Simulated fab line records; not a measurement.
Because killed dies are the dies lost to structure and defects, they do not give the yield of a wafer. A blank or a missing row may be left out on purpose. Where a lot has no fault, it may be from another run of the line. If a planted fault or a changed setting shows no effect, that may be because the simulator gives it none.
fab line records	flow sky130
record: lots: 6	wafers: 18	last-day: 49
route steps=708 shown VIA1@475 METAL2@483 PAD_OPEN@708
lots that met no fault: from a run of the same line without faults
start-h: hours from the record's first day to the start of the lot's first wafer shown	wait-h: hours from the lot's prior step to this one	" unchanged from the row above	L1.1+2: a row that stands for several wafers	- no value present, or no start provided	* or withheld: withheld	< > ~ a bound
route shown NAME@n: a module of which the file shows steps, and the number in the route of the first	usual: mean and standard deviation over wafers with no fault	same: alike in all rows	chamber/n: place in a boat	sites: per-site readings	_std_site: standard deviation across them	_edge_site: mean of outer sites minus mean of inner sites	radius-mm: for every site, how far away it sits from the centre of the wafer	mask NAME#n: copy n	behind: the last tool/chamber to shape the wafer	hold: why the lot went on hold/how many hours it stayed there/how the hold came to an end	device: which transistor (n, p or np) failed to switch	end of line: the tests these same wafers got at the end of their route	where a step has no rows: the recipe by itself	killed: dies that structure and defects cost at the first sort, which is not the same as the wafer's yield	map: shows each die of a wafer: x if killed, . if not, _ if none is there
set.NAME: the setting as run; set.NAME@STEP: as run at that earlier step	model.NAME: the simulator's own value behind a step, which no gauge read
lots at selected steps of the route; one table per step, one row per wafer
services: when a tool's chamber went out of use (start-h, in hours from the record's first day, below 0 if earlier), for how many hours, and the reason
== steps ==
step: SKY_VIA1_STRIP_17
recipe: chemistry: post-etch-residue-remover	time-s: 1200	temp-c: 72.5
step: SKY_VIA1_CLEAN_18
recipe: chemistry: IPA	time-s: 180	temp-c: 25
step: SKY_VIA1_CLEAN_19
recipe: chemistry: O3/DIW	dry: n2-spin
step: SKY_VIA1_SPUTTER_20
recipe: material: TiN	target-thk-nm: 20	chamber-pressure-pa: 5	power-w: 4000	time-s: 80
step: SKY_VIA1_CVD_21
recipe: material: W	target-thk-nm: 270	time-s: 80.902	temp-c: 400	pressure-torr: 41.17
step: SKY_VIA1_RS_MEAS_22
recipe: thk-meas-gauge: four-point-probe	reads: W_of_VIA1_CVD_21+TiN_of_VIA1_SPUTTER_20
usual: VIA1_W_RS: 0.423/0.0041
lot.wafer	tool	chamber	start-h	wait-h	VIA1_W_RS[ohm/sq]
L737.2	film-metro-01	-	798.99	0.1	0.422
L737.4	"	-	"	"	0.422
L737.6	"	-	"	"	0.424
L744.2	film-metro-01	-	881.85	0.1	0.428
L744.3	"	-	"	"	0.427
L744.4	"	-	"	"	0.425
L747.1	film-metro-01	-	885.94	0.2	0.426
L747.5	"	-	"	"	0.424
L747.6	"	-	"	"	0.429
L748.1	film-metro-01	-	900.31	0.1	0.416
L748.3	"	-	"	"	0.426
L748.4	"	-	"	"	0.421
L751.2	film-metro-04	-	924.20	0.1	0.419
L751.3	"	-	"	"	0.418
L751.6	"	-	"	"	0.420
L754.2	film-metro-04	-	930.66	0.1	0.429
L754.3	"	-	"	"	0.425
L754.4	"	-	"	"	0.425
step: SKY_VIA1_THK_MEAS_23
recipe: thk-meas-gauge: xrf	reads: W_of_VIA1_CVD_21
usual: VIA1_W_THK: 272.9/2.9
lot.wafer	tool	chamber	start-h	wait-h	VIA1_W_THK[nm]
L737.2	film-metro-01	-	799.10	0.1	273.7
L737.4	"	-	"	"	275.0
L737.6	"	-	"	"	273.3
L744.2	film-metro-01	-	881.96	0.1	269.6
L744.3	"	-	"	"	270.4
L744.4	"	-	"	"	272.8
L747.1	film-metro-01	-	886.06	0.1	271.9
L747.5	"	-	"	"	274.1
L747.6	"	-	"	"	268.5
L748.1	film-metro-01	-	900.43	0.1	278.4
L748.3	"	-	"	"	271.8
L748.4	"	-	"	"	275.6
L751.2	film-metro-04	-	924.31	0.1	276.6
L751.3	"	-	"	"	276.3
L751.6	"	-	"	"	274.5
L754.2	film-metro-04	-	930.77	0.1	270.6
L754.3	"	-	"	"	271.0
L754.4	"	-	"	"	273.1
step: SKY_VIA1_CMP_24
recipe: stop-on: SiO2	t-overpolish-s: 15	down-force-psi: 3.5	platen-rpm: 60	target-thk-nm: 0	pad-velocity-m-s: 0.94248
usual: motor-current-A: 11.0/1.5	overpolish-run-s: 14.999/0.0091	time-to-endpoint-s: 68/3.2
same: t-overpolish-s: 15
lot.wafer	tool	chamber	start-h	wait-h	motor-current-A	overpolish-run-s	time-to-endpoint-s
L737.2	cmp-01	2	799.15	0.0	12.1	15.008	64
L737.4	"	0	"	"	14.1	14.990	70
L737.6	"	2	"	"	12.5	14.984	67
L744.4	cmp-01	2	882.06	0.1	12.2	15.000	68
L744.2	"	3	"	"	9.7	14.997	67
L744.3	"	0	"	"	14.5	14.998	71
L747.1	cmp-02	0	886.27	0.2	12.3	15.001	68
L747.6	"	1	"	"	10.5	15.007	64
L747.5	"	2	"	"	9.1	14.988	62
L748.4	cmp-02	0	900.49	0.0	12.6	14.994	70
L748.3	"	1	"	"	10.6	14.998	65
L748.1	"	2	"	"	8.8	15.015	69
L751.3	cmp-01	3	926.02	1.7	9.6	14.997	71
L751.2	"	2	"	"	12.3	15.002	68
L751.6	"	3	"	"	9.5	14.997	69
L754.3	cmp-02	3	931.01	0.2	10.4	14.995	64
L754.2	"	1	"	"	10.8	14.984	63
L754.4	"	2	"	"	9.0	14.996	66
step: SKY_METAL2_SPUTTER_00
recipe: material: Ti	target-thk-nm: 15	power-w: 3000	time-s: 10	chamber-pressure-pa: 0.4
step: SKY_METAL2_SPUTTER_01
recipe: material: TiN	target-thk-nm: 20	power-w: 6500	time-s: 16.7	chamber-pressure-pa: 0.4
usual: throttle-valve-pct: 30.2/0.78
lot.wafer	tool	chamber	start-h	wait-h	throttle-valve-pct
L737.2	pvd-sputter-02	-	799.47	0.0	30.1
L737.4	"	-	"	"	29.5
L737.6	"	-	"	"	30.3
L744.2	pvd-sputter-02	-	882.33	0.0	29.7
L744.3	"	-	"	"	29.7
L744.4	"	-	"	"	30.0
L747.1	pvd-sputter-02	-	886.45	0.0	30.0
L747.5	"	-	"	"	30.0
L747.6	"	-	"	"	30.6
L748.1	pvd-sputter-03	-	900.82	0.0	29.6
L748.3	"	-	"	"	29.8
L748.4	"	-	"	"	31.9
L751.2	pvd-sputter-03	-	926.34	0.0	32.2
L751.3	"	-	"	"	29.8
L751.6	"	-	"	"	30.0
L754.2	pvd-sputter-03	-	931.37	0.0	30.7
L754.3	"	-	"	"	29.7
L754.4	"	-	"	"	29.6
step: SKY_METAL2_SPUTTER_02
recipe: material: AlCu	target-thk-nm: 250	power-w: 10600	time-s: 13.3	chamber-pressure-pa: 0.4
usual: throttle-valve-pct: 30.2/0.83
lot.wafer	tool	chamber	start-h	wait-h	throttle-valve-pct
L737.2	pvd-sputter-02	-	799.50	0.0	30.0
L737.4	"	-	"	"	29.7
L737.6	"	-	"	"	30.4
L744.2	pvd-sputter-02	-	882.35	0.0	29.7
L744.3	"	-	"	"	29.5
L744.4	"	-	"	"	30.0
L747.1	pvd-sputter-02	-	886.47	0.0	30.1
L747.5	"	-	"	"	30.1
L747.6	"	-	"	"	30.4
L748.1	pvd-sputter-03	-	900.84	0.0	29.3
L748.3	"	-	"	"	29.9
L748.4	"	-	"	"	32.0
L751.2	pvd-sputter-03	-	926.37	0.0	32.1
L751.3	"	-	"	"	29.7
L751.6	"	-	"	"	29.8
L754.2	pvd-sputter-03	-	931.40	0.0	30.9
L754.3	"	-	"	"	29.2
L754.4	"	-	"	"	29.6
step: SKY_METAL2_SPUTTER_03
recipe: material: Ti	target-thk-nm: 5	power-w: 3000	time-s: 3.3	chamber-pressure-pa: 0.4
step: SKY_METAL2_SPUTTER_04
recipe: material: TiN	target-thk-nm: 70	power-w: 6500	time-s: 58.3	chamber-pressure-pa: 0.4
usual: throttle-valve-pct: 30.2/0.79
lot.wafer	tool	chamber	start-h	wait-h	throttle-valve-pct	model.TiN_of_METAL2_SPUTTER_04.thk-nm
L737.2	pvd-sputter-02	-	799.54	0.0	29.9	71.14
L737.4	"	-	"	"	29.9	70.3
L737.6	"	-	"	"	29.9	70.96
L744.2	pvd-sputter-02	-	882.40	0.0	30.3	99.16
L744.3	"	-	"	"	29.8	68.71
L744.4	"	-	"	"	30.1	70.36
L747.1	pvd-sputter-02	-	886.51	0.0	29.8	97.99
L747.5	"	-	"	"	29.8	69.32
L747.6	"	-	"	"	30.3	68.91
L748.1	pvd-sputter-03	-	900.89	0.0	29.2	69.47
L748.3	"	-	"	"	29.8	68.85
L748.4	"	-	"	"	31.6	69.88
L751.2	pvd-sputter-03	-	926.41	0.0	31.9	70.95
L751.3	"	-	"	"	29.9	69.93
L751.6	"	-	"	"	30.0	69.82
L754.2	pvd-sputter-03	-	931.44	0.0	30.4	70.22
L754.3	"	-	"	"	29.6	69.93
L754.4	"	-	"	"	29.7	68.96
step: SKY_METAL2_RS_MEAS_05
recipe: thk-meas-gauge: four-point-probe	reads: TiN_of_METAL2_SPUTTER_04+Ti_of_METAL2_SPUTTER_03+AlCu_of_METAL2_SPUTTER_02+TiN_of_METAL2_SPUTTER_01+Ti_of_METAL2_SPUTTER_00
usual: METAL2_ALCU_RS: 0.1266/0.0015
lot.wafer	tool	chamber	start-h	wait-h	hold	METAL2_ALCU_RS[ohm/sq]
L737.2	film-metro-02	-	799.61	0.0	-	0.1247
L737.4	"	-	"	"	-	0.1245
L737.6	"	-	"	"	-	0.1261
L744.2	film-metro-02	-	882.47	0.0	await-dispo/0.2h/release	0.1258
L744.3	"	-	"	"	await-dispo/0.2h/release	0.1254
L744.4	"	-	"	"	await-dispo/0.2h/release	0.1256
L744.2	film-metro-02	-	882.75	0.3	-	0.1259
L744.3	"	-	"	"	-	0.1256
L744.4	"	-	"	"	-	0.1254
L747.1	film-metro-04	-	886.56	0.0	await-dispo/0.2h/release	0.1272
L747.5	"	-	"	"	await-dispo/0.2h/release	0.1272
L747.6	"	-	"	"	await-dispo/0.2h/release	0.1310
L747.1	film-metro-04	-	886.85	0.3	-	0.1271
L747.5	"	-	"	"	-	0.1274
L747.6	"	-	"	"	-	0.1311
L748.1	film-metro-01	-	900.93	0.0	-	0.1266
L748.3	"	-	"	"	-	0.1272
L748.4	"	-	"	"	-	0.1254
L751.2	film-metro-04	-	926.48	0.0	-	0.1247
L751.3	"	-	"	"	-	0.1254
L751.6	"	-	"	"	-	0.1265
L754.2	film-metro-02	-	931.54	0.1	-	0.1251
L754.3	"	-	"	"	-	0.1268
L754.4	"	-	"	"	-	0.1278
step: SKY_METAL2_THK_MEAS_06
recipe: thk-meas-gauge: xrf	reads: AlCu_of_METAL2_SPUTTER_02
usual: METAL2_ALCU_THK: 251/3.2
lot.wafer	tool	chamber	start-h	wait-h	hold	METAL2_ALCU_THK[nm]
L737.2	film-metro-02	-	799.72	0.1	-	253
L737.4	"	-	"	"	-	256
L737.6	"	-	"	"	-	252
L744.2	film-metro-02	-	885.24	2.5	await-dispo/0.2h/release	238
L744.3	"	-	"	"	await-dispo/0.2h/release	254
L744.4	"	-	"	"	await-dispo/0.2h/release	253
L744.2	film-metro-02	-	885.48	0.2	-	238
L744.3	"	-	"	"	-	255
L744.4	"	-	"	"	-	254
L747.1	film-metro-04	-	891.10	4.2	await-dispo/0.2h/release	238
L747.5	"	-	"	"	await-dispo/0.2h/release	251
L747.6	"	-	"	"	await-dispo/0.2h/release	245
L747.1	film-metro-04	-	891.33	0.2	-	236
L747.5	"	-	"	"	-	250
L747.6	"	-	"	"	-	244
L748.1	film-metro-01	-	901.05	0.1	-	249
L748.3	"	-	"	"	-	252
L748.4	"	-	"	"	-	251
L751.2	film-metro-04	-	926.59	0.1	-	254
L751.3	"	-	"	"	-	251
L751.6	"	-	"	"	-	251
L754.2	film-metro-02	-	931.65	0.1	-	254
L754.3	"	-	"	"	-	251
L754.4	"	-	"	"	-	250
step: SKY_METAL2_HMDS_08
recipe: prime-time-s: 60	prime-temp-c: 120
step: SKY_METAL2_COAT_09
recipe: resist: BARC	temp-c: withheld	time-s: withheld	spin-rpm: 3000	resist-thk-nm: 60
step: SKY_METAL2_COAT_10
recipe: resist: KrF-thick	spin-rpm: 3000	resist-thk-nm: 450
step: SKY_METAL2_SOFTBAKE_11
recipe: temp-c: 100	time-s: 88.15	resist: KrF-thick
step: SKY_METAL2_EXPOSE_12
recipe: mask-id: MM2	na: 0.8	source-shape: annular	sigma-inner: 0.55	sigma-outer: 0.85	target-cd-nm: 140	dose-mj: 28
step: SKY_METAL2_PEB_13
recipe: peb-temp-c: withheld	peb-time-s: withheld	resist: KrF-thick
step: SKY_METAL2_DEVELOP_14
recipe: develop-time-s: 60	resist: KrF-thick	dev-temp-c: 21
step: SKY_METAL2_CD_MEAS_15
recipe: target-cd-nm: 140
usual: cd-nm: 140.0/1.3
lot.wafer	tool	chamber	start-h	wait-h	cd-nm
L737.2	cd-sem-01	-	826.42	-	142.1
L737.4	"	-	"	"	141.5
L737.6	"	-	"	"	140.9
L744.2	cd-sem-02	-	907.97	-	142.8
L744.3	"	-	"	"	142.2
L744.4	"	-	"	"	141.1
L747.1	cd-sem-01	-	911.35	-	140.6
L747.5	"	-	"	"	141.0
L747.6	"	-	"	"	139.2
L748.1	cd-sem-01	-	925.91	-	139.3
L748.3	"	-	"	"	140.1
L748.4	"	-	"	"	138.9
L751.2	cd-sem-01	-	950.13	-	139.7
L751.3	"	-	"	"	140.6
L751.6	"	-	"	"	140.5
L754.2	cd-sem-01	-	955.77	-	140.7
L754.3	"	-	"	"	138.6
L754.4	"	-	"	"	139.1
step: SKY_METAL2_OVL_MEAS_16
usual: METAL2_OVL: -3/6.1
lot.wafer	tool	chamber	start-h	wait-h	METAL2_OVL[nm]
L737.2	overlay-01	-	826.53	0.1	8
L737.4	"	-	"	"	-5
L737.6	"	-	"	"	0
L744.2	overlay-01	-	908.08	0.1	-3
L744.3	"	-	"	"	-10
L744.4	"	-	"	"	-5
L747.1	overlay-02	-	911.47	0.1	-8
L747.5	"	-	"	"	-4
L747.6	"	-	"	"	-11
L748.1	overlay-02	-	926.03	0.1	-6
L748.3	"	-	"	"	-1
L748.4	"	-	"	"	-7
L751.2	overlay-01	-	950.23	0.1	8
L751.3	"	-	"	"	9
L751.6	"	-	"	"	11
L754.2	overlay-02	-	955.88	0.1	-7
L754.3	"	-	"	"	1
L754.4	"	-	"	"	-5
step: SKY_METAL2_DESCUM_17
recipe: chemistry: O2	source-power-w: 150	bias-power-w: 0	pressure-mtorr: 10	temp-c: 40	time-s: 8
step: SKY_METAL2_ETCH_18
recipe: chemistry: N2/H2	target: BARC	ion-energy-ev: 200	bias-w: 100	pressure-mtorr: 30	n2-flow-sccm: 100	h2-flow-sccm: 200	icp-w: 500	stop-on: SiO2	time-s: 45.9	target-depth-a: 600
usual: drypump-motor-current-A: 5.9/0.39	oes-product-au: 0.854/0.004	throttle-valve-pct: 13.226/0.0086
lot.wafer	tool	chamber	start-h	wait-h	drypump-motor-current-A	oes-product-au	rf-hours-counter-h	throttle-valve-pct
L737.2	rie-metal-02	1	826.59	0.0	5.2	0.852	11	13.223
L737.4	"	0	"	"	6.4	0.853	-	13.223
L737.6	"	1	"	"	5.2	0.850	-	13.225
L744.2	rie-metal-04	1	908.19	0.1	6.1	0.853	-	13.225
L744.3	"	1	"	"	6.1	0.856	-	13.224
L744.4	"	1	"	"	6.1	0.854	-	13.225
L747.1	rie-metal-04	1	911.57	0.1	6.1	0.855	13	13.221
L747.5	"	1	"	"	6.1	0.860	-	13.214
L747.6	"	1	"	"	6.1	0.860	-	13.221
L748.1	rie-metal-01	1	926.09	0.0	6.0	0.847	4	13.239
L748.3	"	0	"	"	5.6	0.858	-	13.208
L748.4	"	1	"	"	6.0	0.862	-	13.213
L751.2	rie-metal-04	1	950.29	0.0	6.1	0.852	15	13.211
L751.3	"	0	"	"	6.1	0.853	-	13.224
L751.6	"	1	"	"	6.1	0.846	-	13.223
L754.2	rie-metal-02	0	955.94	0.0	6.4	0.852	13	13.228
L754.3	"	0	"	"	6.4	0.853	-	13.217
L754.4	"	1	"	"	5.2	0.846	-	13.234
step: SKY_METAL2_METAL_ETCH_19
recipe: target-depth-a: 3600	stop-on: SiO2	over-etch-frac: 0.3	time-s: 78	chemistry: Cl2/BCl3	resist-sidewall-deg: 88	pressure-mtorr: 10	icp-w: 900	bias-w: 48.5	Cl2_flow_sccm: 60	bcl3-flow-sccm: 30
step: SKY_METAL2_STRIP_20
recipe: chemistry: O2/N2	power-w: 1400	pressure-mtorr: 1500	platen-temp-c: withheld	o2-flow-sccm: 3000	n2-flow-sccm: 300	overash-fraction: 0.5
usual: drypump-motor-current-A: 5.4/0.45	oes-product-au: 0.343/0.0043	strip-time-to-endpoint-s: 2.71/0.042
lot.wafer	tool	chamber	start-h	wait-h	drypump-motor-current-A	oes-product-au	rf-hours-counter-h	strip-time-to-endpoint-s
L737.2	plasma-asher-04	1	826.74	0.1	5.9	0.346	98	2.70
L737.4	"	1	"	"	5.9	0.350	-	2.76
L737.6	"	0	"	"	5.0	0.338	-	2.72
L744.2	plasma-asher-04	1	908.48	0.1	5.8	0.341	107	2.73
L744.3	"	0	"	"	5.0	0.342	-	2.74
L744.4	"	1	"	"	5.9	0.337	-	2.73
L747.1	plasma-asher-02	0	911.88	0.1	5.0	0.346	17	2.73
L747.5	"	1	"	"	4.9	0.344	-	2.74
L747.6	"	0	"	"	5.0	0.348	-	2.74
L748.1	plasma-asher-04	1	926.25	0.1	5.9	0.344	108	2.81
L748.3	"	0	"	"	5.0	0.340	-	2.70
L748.4	"	1	"	"	5.9	0.344	-	2.79
L751.2	plasma-asher-02	1	950.45	0.1	4.9	0.348	20	2.64
L751.3	"	1	"	"	4.9	0.346	-	2.68
L751.6	"	1	"	"	4.9	0.345	-	2.69
L754.2	plasma-asher-03	1	956.09	0.1	5.9	0.343	54	2.80
L754.3	"	1	"	"	6.0	0.345	-	2.80
L754.4	"	0	"	"	5.8	0.344	-	2.73
step: SKY_METAL2_STRIP_21
recipe: chemistry: post-etch-residue-remover	time-s: 1200	temp-c: 72.5
lot.wafer	tool	chamber	start-h	wait-h	model.TiN_of_METAL2_SPUTTER_04.thk-nm
L737.2	wet-bench-02	2	826.84	0.1	70.71
L737.4	"	2	"	"	69.88
L737.6	"	2	"	"	70.53
L744.2	wet-bench-02	1	908.58	0.1	98.73
L744.3	"	1	"	"	68.29
L744.4	"	1	"	"	69.93
L747.1	wet-bench-02	3	911.98	0.1	97.57
L747.5	"	3	"	"	68.9
L747.6	"	3	"	"	68.49
L748.1	wet-bench-03	0	926.35	0.1	69.04
L748.3	"	0	"	"	68.42
L748.4	"	0	"	"	69.44
L751.2	wet-bench-02	0	950.55	0.1	70.53
L751.3	"	0	"	"	69.51
L751.6	"	0	"	"	69.39
L754.2	wet-bench-02	2	956.19	0.1	69.8
L754.3	"	2	"	"	69.52
L754.4	"	2	"	"	68.55
step: SKY_METAL2_CLEAN_22
recipe: chemistry: IPA	time-s: 180	temp-c: 25
step: SKY_PAD_OPEN_PROBE_99
usual: defect-limited-yield: 82.5/1.8	killed_at_M0_to_M3: 43/6.5	killed_at_M4_up: 3.1/1.8	killed-at-contacts: 24/4.8	killed-at-front-end: 15/4.7	killed-at-other: 0.3/0.58	killed-dies: 86/8.6	killed-open: 47/6.7	killed-short: 39/6.1	sort_bin_3_pad_short: 0.8/0.38	sort_bin_5_function: 10.4/1.3	sort_bin_6_memory: 6.2/1.1	sort-n-pass: 406/8.6	sort-yield-pct: 82.5/1.8
same: gross-dies: 492	killed-at-back-side: 0	sort_bin_4_leakage[%]: 0	sort_bin_8_speed[%]: 0
lot.wafer	tool	chamber	start-h	wait-h	defect-limited-yield[%]	killed_at_M0_to_M3	killed_at_M4_up	killed-at-contacts	killed-at-front-end	killed-at-other	killed-dies	killed-open	killed-short	sort_bin_3_pad_short[%]	sort_bin_5_function[%]	sort_bin_6_memory[%]	sort-n-pass	sort-yield-pct[%]	model.etest.via2-chain.rc-ohm
L737.2	prober-01	-	1078.45	0.1	82.1	40	1	23	23	1	88	47	41	1.2	9.8	6.9	404	82.1	10.19
L737.4	prober-01	-	1078.55	0.2	81.1	50	2	25	15	1	93	48	45	0.6	12.0	6.3	399	81.1	9.342
L737.6	prober-01	-	1078.65	0.2	82.1	43	2	27	16	0	88	50	38	0.4	10.4	7.1	404	82.1	9.782
L744.2	prober-01	-	1143.48	0.1	82.3	41	4	32	10	0	87	55	32	0.6	12.2	4.9	405	82.3	10.8
L744.3	prober-01	-	1143.53	0.2	84.8	37	2	20	16	0	75	43	32	0.6	7.7	6.9	417	84.8	10.43
L744.4	prober-01	-	1143.58	0.2	79.5	47	3	28	22	1	101	46	55	1.4	11.2	7.9	391	79.5	9.817
L747.1	prober-01	-	1145.41	0.1	84.6	28	1	22	25	0	76	39	37	0.6	9.6	5.3	416	84.6	10.77
L747.5	prober-01	-	1145.61	0.2	81.9	44	1	23	21	0	89	52	37	1.0	10.2	6.9	403	81.9	10.43
L747.6	prober-01	-	1145.66	0.2	79.1	48	2	25	28	0	103	62	41	0.8	12.6	7.5	389	79.1	10.58
L748.1	prober-02	-	1157.07	0.1	84.3	31	2	22	22	0	77	41	36	1.0	8.5	6.1	415	84.3	10.2
L748.3	prober-02	-	1157.17	0.2	78.5	46	2	36	20	2	106	64	42	0	12.0	9.6	386	78.5	9.588
L748.4	prober-02	-	1157.22	0.2	80.3	43	5	29	20	0	97	45	52	0.8	12.6	6.3	395	80.3	9.783
L751.2	prober-02	-	1173.92	0.1	84.1	37	3	23	14	1	78	46	32	0.8	8.7	6.3	414	84.1	10.2
L751.3	prober-02	-	1173.97	0.2	81.5	42	3	25	21	0	91	45	46	0.2	12.8	5.5	401	81.5	10.47
L751.6	prober-02	-	1174.12	0.2	79.7	50	3	31	16	0	100	57	43	1.0	11.0	8.3	392	79.7	10.45
L754.2	prober-01	-	1177.94	0.1	80.3	49	5	24	18	1	97	49	48	1.6	11.8	6.3	395	80.3	10.37
L754.3	prober-01	-	1177.99	0.2	81.3	51	4	25	12	0	92	50	42	1.0	11.0	6.7	400	81.3	9.984
L754.4	prober-01	-	1178.04	0.2	84.1	33	3	25	17	0	78	42	36	0.2	9.6	6.1	414	84.1	9.924
killed by level:class
L737.2 CONTACT:geometric-particle:open=10 FIELD_ISO:geometric-particle:open=8 VIA1:geometric-particle:open=7 POLY_GATE:geometric-particle:short=6 METAL1:geometric-particle:short=6 VIA3:geometric-particle:open=6 FIELD_ISO:geometric-particle:short=5 LI_CONTACT:geometric-particle:open=5
L737.4 VIA1:geometric-particle:open=14 LI_CONTACT:geometric-particle:open=10 CONTACT:geometric-particle:open=9 VIA1:geometric-particle:short=8 POLY_GATE:geometric-particle:short=6 METAL1:geometric-particle:short=6 VIA2:geometric-particle:open=6 FIELD_ISO:geometric-particle:short=5
L737.6 CONTACT:geometric-particle:open=11 VIA1:geometric-particle:open=11 VIA2:geometric-particle:open=7 CONTACT:geometric-particle:short=6 VIA3:geometric-particle:open=6 POLY_GATE:geometric-particle:open=5 LI_CONTACT:geometric-particle:short=4 LOCAL_INTERCONNECT:geometric-particle:short=4
L744.2 VIA1:geometric-particle:open=14 CONTACT:geometric-particle:open=11 VIA3:geometric-particle:open=10 LI_CONTACT:geometric-particle:open=9 CONTACT:geometric-particle:short=7 FIELD_ISO:geometric-particle:short=5 LOCAL_INTERCONNECT:geometric-particle:short=4 VIA2:geometric-particle:open=4
L744.3 VIA1:geometric-particle:open=10 FIELD_ISO:geometric-particle:short=7 CONTACT:geometric-particle:short=7 VIA2:geometric-particle:open=7 CONTACT:geometric-particle:open=6 VIA3:geometric-particle:open=6 LOCAL_INTERCONNECT:geometric-particle:open=3 METAL1:geometric-particle:short=3
L744.4 CONTACT:geometric-particle:open=15 VIA1:geometric-particle:short=8 CONTACT:geometric-particle:short=8 METAL2:geometric-particle:short=8 METAL3:geometric-particle:short=7 FIELD_ISO:geometric-particle:open=5 FIELD_ISO:geometric-particle:short=5 SPACER:geometric-particle:short=5
L747.1 CONTACT:geometric-particle:open=9 FIELD_ISO:geometric-particle:short=8 VIA1:geometric-particle:open=7 FIELD_ISO:geometric-particle:open=6 METAL1:geometric-particle:short=6 VIA3:geometric-particle:open=6 POLY_GATE:geometric-particle:short=5 LI_CONTACT:geometric-particle:open=4
L747.5 VIA1:geometric-particle:open=12 VIA3:geometric-particle:open=10 FIELD_ISO:geometric-particle:short=7 FIELD_ISO:geometric-particle:open=7 LI_CONTACT:geometric-particle:open=7 CONTACT:geometric-particle:open=6 CONTACT:geometric-particle:short=5 VIA3:geometric-particle:short=5
L747.6 VIA1:geometric-particle:open=12 CONTACT:geometric-particle:open=12 FIELD_ISO:geometric-particle:open=10 VIA1:geometric-particle:short=7 LI_CONTACT:geometric-particle:open=7 METAL2:geometric-particle:short=7 POLY_GATE:geometric-particle:open=6 FIELD_ISO:geometric-particle:short=5
L748.1 LI_CONTACT:geometric-particle:open=11 POLY_GATE:geometric-particle:short=9 METAL1:geometric-particle:short=7 VIA2:geometric-particle:open=7 CONTACT:geometric-particle:open=7 FIELD_ISO:geometric-particle:short=6 VIA1:geometric-particle:open=6 FIELD_ISO:geometric-particle:open=3
L748.3 VIA1:geometric-particle:open=18 LI_CONTACT:geometric-particle:open=11 CONTACT:geometric-particle:open=10 VIA2:geometric-particle:open=7 POLY_GATE:geometric-particle:open=5 METAL2:geometric-particle:short=5 CONTACT:geometric-particle:short=5 METAL1:geometric-particle:short=5
L748.4 CONTACT:geometric-particle:open=9 METAL1:geometric-particle:short=8 LOCAL_INTERCONNECT:geometric-particle:short=6 VIA1:geometric-particle:open=6 METAL2:geometric-particle:short=6 POLY_GATE:geometric-particle:short=5 VIA2:geometric-particle:short=5 VIA2:geometric-particle:open=5
L751.2 CONTACT:geometric-particle:open=10 VIA3:geometric-particle:open=7 LI_CONTACT:geometric-particle:open=6 METAL1:geometric-particle:short=6 VIA1:geometric-particle:short=6 FIELD_ISO:geometric-particle:open=5 VIA1:geometric-particle:open=5 VIA2:geometric-particle:open=5
L751.3 VIA3:geometric-particle:open=9 FIELD_ISO:geometric-particle:short=8 LI_CONTACT:geometric-particle:open=8 VIA2:geometric-particle:open=8 METAL1:geometric-particle:short=7 CONTACT:geometric-particle:open=6 CONTACT:geometric-particle:short=6 VIA1:geometric-particle:open=6
L751.6 VIA1:geometric-particle:open=13 CONTACT:geometric-particle:open=11 VIA2:geometric-particle:open=11 LI_CONTACT:geometric-particle:open=8 METAL3:geometric-particle:short=7 POLY_GATE:geometric-particle:open=5 LI_CONTACT:geometric-particle:short=5 CONTACT:geometric-particle:short=5
L754.2 VIA1:geometric-particle:open=10 CONTACT:geometric-particle:open=9 METAL1:geometric-particle:short=8 LI_CONTACT:geometric-particle:open=7 VIA3:geometric-particle:open=7 VIA3:geometric-particle:short=5 VIA2:geometric-particle:open=5 FIELD_ISO:geometric-particle:short=4
L754.3 VIA1:geometric-particle:open=12 METAL1:geometric-particle:short=11 LI_CONTACT:geometric-particle:open=9 CONTACT:geometric-particle:open=6 LOCAL_INTERCONNECT:geometric-particle:short=5 VIA2:geometric-particle:open=5 METAL3:geometric-particle:short=5 VIA3:geometric-particle:open=4
L754.4 CONTACT:geometric-particle:open=11 VIA1:geometric-particle:open=6 VIA2:geometric-particle:open=6 FIELD_ISO:geometric-particle:short=5 LI_CONTACT:geometric-particle:open=5 CONTACT:geometric-particle:short=5 POLY_GATE:geometric-particle:short=4 METAL1:geometric-particle:short=4
== services ==
tool	chamber	start-h	hours	kind
pvd-sputter-03	0	783.63	-	consumable-replace:kit
pvd-sputter-03	0	783.63	18.0	scheduled-down
cmp-02	-	796.46	1.3	repair
cmp-02	-	797.64	0.9	repair
wet-bench-03	-	802.54	0.5	repair
rie-metal-04	-	821.07	1.4	pm
pvd-sputter-03	-	830.50	0.8	repair
cmp-01	-	833.52	9.6	repair
rie-metal-01	1	839.44	32.8	repair
pvd-sputter-02	-	844.61	2.9	repair
pvd-sputter-03	-	855.03	1.9	repair
plasma-asher-04	-	863.47	1.0	repair
rie-metal-02	-	886.63	0.2	repair
rie-metal-01	-	895.79	14.6	pm
cmp-01	-	898.87	2.4	repair
cmp-02	-	908.99	7.3	pm
pvd-sputter-02	-	910.62	4.6	repair
cmp-01	-	916.47	2.9	pm
cmp-02	-	919.40	5.2	pm
cmp-02	-	924.57	4.0	pm
cmp-01	-	928.72	4.9	pm
cmp-02	-	929.34	0.3	repair
pvd-sputter-02	-	929.41	2.2	repair
wet-bench-03	-	937.39	3.4	repair
== key ==
first-sign: step: SKY_METAL2_RS_MEAS_05	reading: visit	direction: added
effect: step: SKY_METAL2_THK_MEAS_06	reading: visit	direction: added
model-effect: step: SKY_METAL2_SPUTTER_04	value: TiN_of_METAL2_SPUTTER_04.thk-nm	without: 70.7	struck: 98.57
model-effect: step: SKY_METAL2_STRIP_21	value: TiN_of_METAL2_SPUTTER_04.thk-nm	without: 70.27	struck: 98.15
model-effect: step: SKY_PAD_OPEN_PROBE_99	value: etest.via2-chain.rc-ohm	without: 10	struck: 10.79
met-at SKY_METAL2_SPUTTER_04
struck-wafers L744.2,L747.1
fault: kind: process-parameter-drift	tool: pvd-sputter-02	chamber: -	onset-h: 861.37	steps: SKY_METAL2_SPUTTER_04	channel: target-thk-nm	offset: 27.878	shape: step	end-h: 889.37	acts-in: these-recipes-only	stated: 70	scope: struck-wafers-only
